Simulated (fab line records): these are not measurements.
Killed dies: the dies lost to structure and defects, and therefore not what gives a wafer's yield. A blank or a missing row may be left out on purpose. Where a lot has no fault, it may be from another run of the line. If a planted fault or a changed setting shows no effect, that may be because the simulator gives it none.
Problem report in the 8D (eight disciplines) form, filled by code	flow gf180mcu	the parts of the form that need people (team, actions taken, sign-off) are left out

1. PROBLEM STATEMENT
At GF_MIM_DEVELOP_18, developerTempC averages 23.95 C over 6 wafers from 2 lots, while fault-free wafers read 23.00 C, standard deviation 0.1. That is +9.5 standard deviations from the usual mean.
The step: develop time 60 s.
Seen first at day 29 11:25 on lithoTrack-01, wafer L268.3. At this step, 39 wafers from 13 lots have a number in the record. The rule behind "out" and "out of limits": a value lying over 4 standard deviations away from the usual mean. The other wafers with a number count as sound.

2. WHAT IT IS, AND WHAT IT ISN'T
question	is	is not
which readings at this step	developerTempC	chillPlateTempC
which lots	L268, L269	L257, L259, L260, L261, L271, L272, L273, L275, L276, L277, L278
which wafers of those lots	all that have a number	-
read on which tools	lithoTrack-01	lithoTrack-02, lithoTrack-04
when	from day 29 11:25	up to then (12 sound wafers); but 21 sound wafers of L271, L272, L273, L275, L276, L277, L278 came after

3. THE SUSPECTS, EACH WITH WHAT RULES IT OUT
Counting: any tool at a process step up to the reading is kept as a suspect provided that every lot that is out went through it and no sound lot did after the first of them.
- plasmaAsher-01 at GF_V4_STRIP_18 (strips in O2/N2): kept. It processed each lot that is out, first L268 at day 28 14:32, and no sound lot thereafter; up to then, the last sound lot it processed was L259 at day 26 02:33.
- pvdSputter-02 at GF_V4_SPUTTER_21 (material Ti, target thk 15 nm, time 80.02 s): kept. It processed each lot that is out, first L268 at day 28 15:10, and no sound lot thereafter; up to then, the last sound lot it processed was L259 at day 26 03:06.
- lithoTrack-01 at GF_MIM_DEVELOP_18 (develop time 60 s): kept. It processed each lot that is out, first L268 at day 29 11:25, and no sound lot thereafter; up to then, the last sound lot it processed was L260 at day 27 03:49. Out on those wafers are its own readings of developerTempC.
Still standing after the count: plasmaAsher-01 at GF_V4_STRIP_18, pvdSputter-02 at GF_V4_SPUTTER_21, lithoTrack-01 at GF_MIM_DEVELOP_18.

4. THE CAUSE (what the simulator had put in)
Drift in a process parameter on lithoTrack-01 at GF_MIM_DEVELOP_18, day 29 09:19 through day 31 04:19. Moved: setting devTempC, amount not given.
Counting leaves 3 suspects; this tool is one of them.

5. THE EFFECT CHAIN, in route order
Each row: a reading where the mean over the struck wafers with a number is more than 3 standard deviations away from the usual. Readings are gone through only where the record gives a usual standard deviation; hours: the median, over the lots, of the time from a lot's start at the first step in this table giving one to that lot's start at this step; sigmas: the change measured in usual standard deviations.
hours	step	reading	usual	on struck wafers	change	sigmas
0	GF_MIM_DEVELOP_18	developerTempC	23.00 C	23.95	+0.95	+9.5
Here are the process steps it includes:
- GF_MIM_DEVELOP_18: develop time 60 s.

6. WHAT WOULD HAVE CAUGHT IT SOONER
In this record no reading fell out of limits until day 29 11:25, 2 hours after the fault had begun at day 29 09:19.
